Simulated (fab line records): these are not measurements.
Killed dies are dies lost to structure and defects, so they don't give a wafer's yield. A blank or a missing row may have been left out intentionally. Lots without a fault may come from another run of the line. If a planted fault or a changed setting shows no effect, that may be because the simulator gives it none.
A lot that was struck, set against a sound lot	flow sky130	20 steps out of a route of 708
Sound: wafers L235.2, L235.3, L235.4. Struck: wafers L237.1, L237.3, L237.6. The cause is given at the end.
Each step with rows lists, per side, the tool, then ch with its chambers, then its first start. Under that, the readings that differ: sound wafers	struck wafers	difference of the means	sigmas: that difference in standard deviations of wafers without a fault.
alike: readings with means less than 2 such deviations apart, plus words and numbers identical on both sides. not compared: withheld readings, readings lacking a value on some wafer, bounds such as >300 that could conceal the same value, and numbers that have no deviation in the record and whose values overlap.
The two part at a step that has a row with sigmas, a row that says differs or no value, or rows on one side only. Numbers that don't overlap but have no deviation are shown without sigmas and don't part them. A reading missing from all wafers of one side parts the sides only when that side holds two or more wafers.

first, 4 steps without rows for these wafers: SKY_LDD_HVN_SOFTBAKE_03 (time 60 s); SKY_LDD_HVN_EXPOSE_04 (exposes mask HVNTM, target cd 700 nm); SKY_LDD_HVN_PEB_05; SKY_LDD_HVN_DEVELOP_06 (develop time 60 s).
SKY_LDD_HVN_OVL_MEAS_07:
  sound on overlay-02, day 21 12:55; struck on overlay-02, day 21 22:43
  alike: LDD_HVN_OVL
following that, these wafers have no rows for 1 step: SKY_LDD_HVN_IMPLANT_08.
SKY_LDD_HVN_STRIP_09: strips in O2/N2.
  sound on plasma asher-01 ch 0,1, day 21 13:05; struck on plasma asher-03 ch 0,1, day 21 22:55
  alike: drypump motor current A, oes product au, strip time to endpoint s
  not compared: rf hours counter h
SKY_LDD_HVN_TW_MEAS_10:
  sound on film metro-04, day 21 13:12; struck on film metro-04, day 21 23:01
  alike: LDD_HVN_TW
then, 4 steps without rows for these wafers: SKY_LDD_HVP_DEHYDRATE_00 (time 60 s); SKY_LDD_HVP_HMDS_01 (prime time 60 s); SKY_LDD_HVP_COAT_02 (resist thk 300 nm); SKY_LDD_HVP_SOFTBAKE_03 (time 60 s).
SKY_LDD_HVP_EXPOSE_04: exposes mask HVPTM, target cd 700 nm.
  sound on iline stepper-01 ch 0, day 22 04:02; struck on iline stepper-02 ch 0, day 22 15:24
reading	sound	struck	difference	sigmas
mask	HVPTM#0 HVPTM#0 HVPTM#0	LDNTM#0 LDNTM#0 LDNTM#0	differs	
  alike: exposure dose mJ cm2, stage vel mm s
then, 2 steps without rows for these wafers: SKY_LDD_HVP_PEB_05; SKY_LDD_HVP_DEVELOP_06 (develop time 60 s).
SKY_LDD_HVP_OVL_MEAS_07:
  sound on overlay-01, day 22 19:56; struck on overlay-02, day 23 05:52
reading	sound	struck	difference	sigmas
LDD_HVP_OVL (nm)	1.3 0.2 0.0	- - -	no value on the struck wafers	
following that, these wafers have no rows for 1 step: SKY_LDD_HVP_IMPLANT_08.
SKY_LDD_HVP_STRIP_09: strips in O2/N2.
  sound on plasma asher-02 ch 0,1, day 22 20:07; struck on plasma asher-01 ch 0,1, day 23 06:02
  alike: drypump motor current A, oes product au, strip time to endpoint s
  not compared: rf hours counter h
SKY_LDD_HVP_TW_MEAS_10:
  sound on film metro-02, day 22 20:13; struck on film metro-04, day 23 06:08
reading	sound	struck	difference	sigmas
LDD_HVP_TW	465 466 468	30 30 30	-436	-79
then, 1 step without rows for these wafers: SKY_LDD_LDN_DEHYDRATE_00 (time 60 s).

== WHERE THEY PART ==
Earliest at SKY_LDD_HVP_EXPOSE_04; latest, in this record, at SKY_LDD_HVP_TW_MEAS_10.

WHY: what had been put in by the simulator
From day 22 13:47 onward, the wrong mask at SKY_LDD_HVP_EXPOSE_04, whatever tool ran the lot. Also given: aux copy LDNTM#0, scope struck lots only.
